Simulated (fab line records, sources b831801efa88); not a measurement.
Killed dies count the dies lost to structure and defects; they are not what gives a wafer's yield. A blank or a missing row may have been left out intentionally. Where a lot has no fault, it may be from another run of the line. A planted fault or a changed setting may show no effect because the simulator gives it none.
Check for tools in common ; flow sky130 ; 36 wafers sampled across 12 lots

## WHY THIS WAS OPENED
On 2 of the 12 lots, a flag is raised at SKY_SD_N_CD_MEAS_07 on the reading cd-nm. No-fault wafers: 379.3 nm, standard deviation 2.3.
Rule: flag the lot when none of its wafers has a number, or when each of its wafers that has one lies beyond 4 standard deviations from that mean. The rest of the lots are taken to be sound.

lot;measured;on;cd-nm (nm), wafer by wafer;flag
L378;day 28 05:28;cd-sem-02;378.8 379.6 377.7;
L380;day 28 15:46;cd-sem-02;374.3 375.4 374.4;
L382;day 29 23:35;cd-sem-02;376.4 375.7 375.5;
L386;day 31 03:43;cd-sem-01;382.3 383.2 384.2;
L387;day 31 09:43;cd-sem-01;380.9 379.4 380.5;
L389;day 32 01:04;cd-sem-02;378.8 381.5 376.1;
L391;day 32 14:50;cd-sem-02;379.3 378.3 379.3;
L392;day 32 18:41;cd-sem-02;382.0 381.5 379.3;
L396;day 34 03:58;cd-sem-02;415.1 418.5 414.9;FLAGGED
L398;day 34 20:07;cd-sem-02;382.7 382.8 381.0;
L399;day 34 22:53;cd-sem-02;406.6 407.1 409.5;FLAGGED
L400;day 35 04:40;cd-sem-01;377.2 378.8 378.3;
The mean of the flagged lots' numbers is 411.9 nm, +32.6 nm from the usual (+14 standard deviations).

## TOOL THAT RAN EACH LOT
The record holds 2 process steps before the reading, out of a route of 708 steps. Read each cell as the tool, then ch plus the chambers that the sampled wafers visited, then the start.
lot;flag;SKY_LDD_N_STRIP_16;SKY_SD_N_EXPOSE_04
L378;;plasma-asher-01 ch 0,1, day 18 00:32;iline-stepper-02 ch 0, day 27 15:31
L380;;plasma-asher-03 ch 0,1, day 18 13:33;iline-stepper-01 ch 0, day 28 01:13
L382;;plasma-asher-01 ch 0,1, day 19 22:03;iline-stepper-02 ch 0, day 29 08:37
L386;;plasma-asher-01 ch 0,1, day 21 03:03;iline-stepper-02 ch 0, day 30 13:52
L387;;plasma-asher-02 ch 0,1, day 21 11:14;iline-stepper-02 ch 0, day 30 19:43
L389;;plasma-asher-03 ch 0,1, day 22 06:00;iline-stepper-01 ch 0, day 31 11:08
L391;;plasma-asher-02 ch 0,1, day 22 21:15;iline-stepper-01 ch 0, day 32 01:46
L392;;plasma-asher-02 ch 0,1, day 23 01:51;iline-stepper-01 ch 0, day 32 05:44
L396;FLAGGED;plasma-asher-02 ch 0,1, day 24 17:33;iline-stepper-02 ch 0, day 33 15:47
L398;;plasma-asher-02 ch 0,1, day 25 10:05;iline-stepper-01 ch 0, day 34 07:00
L399;FLAGGED;plasma-asher-03 ch 0, day 25 11:39;iline-stepper-02 ch 0, day 34 09:55
L400;;plasma-asher-01 ch 0,1, day 25 19:06;iline-stepper-01 ch 0, day 34 16:09
What the steps here do:
- SKY_LDD_N_STRIP_16: strips in O2/N2.
- SKY_SD_N_EXPOSE_04: exposes mask NSDM, target cd 380 nm.
- SKY_SD_N_CD_MEAS_07: target cd 380 nm.

## FLAGGED OVER TOTAL, TOOL BY TOOL (the gauges that took the reading come last)
step;tool;lots run;flagged;share of the flagged lots;sound lots run after its first flagged lot
SKY_LDD_N_STRIP_16;plasma-asher-01;4;0;none;-
SKY_LDD_N_STRIP_16;plasma-asher-02;5;1;some;1 (L398)
SKY_LDD_N_STRIP_16;plasma-asher-03;3;1;some;0
SKY_SD_N_EXPOSE_04;iline-stepper-01;6;0;none;-
SKY_SD_N_EXPOSE_04;iline-stepper-02;6;2;all;0
SKY_SD_N_CD_MEAS_07;cd-sem-01;3;0;none;-
SKY_SD_N_CD_MEAS_07;cd-sem-02;9;2;all;1 (L398)

## WHAT THE TABLE PERMITS
Rows of the table that ran all the flagged lots, 2 in number: iline-stepper-02 at SKY_SD_N_EXPOSE_04; cd-sem-02 at SKY_SD_N_CD_MEAS_07.
- iline-stepper-02 at SKY_SD_N_EXPOSE_04 ran 6 lots, 2 of them flagged. It ran its last sound lot, L387, at day 30 19:43 and its first flagged lot, L396, at day 33 15:47: a fault with its onset between the two fits. Its own readings (exposure-dose-mJ-cm2) fall more than 4 standard deviations out on all wafers of the flagged lots.
- cd-sem-02 at SKY_SD_N_CD_MEAS_07 ran 9 lots, 2 of them flagged. Sound lots ran on it after the first flagged one (L398), which a lasting fault on the whole tool wouldn't allow.
Left over: one tool, iline-stepper-02 at SKY_SD_N_EXPOSE_04.

## WHAT WAS PUT IN BY THE SIMULATOR
Process parameters drifting: iline-stepper-02 at SKY_SD_N_EXPOSE_04, beginning at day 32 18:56. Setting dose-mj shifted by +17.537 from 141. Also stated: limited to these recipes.
Struck lots among those shown: L396, L399. The rule above found the same.
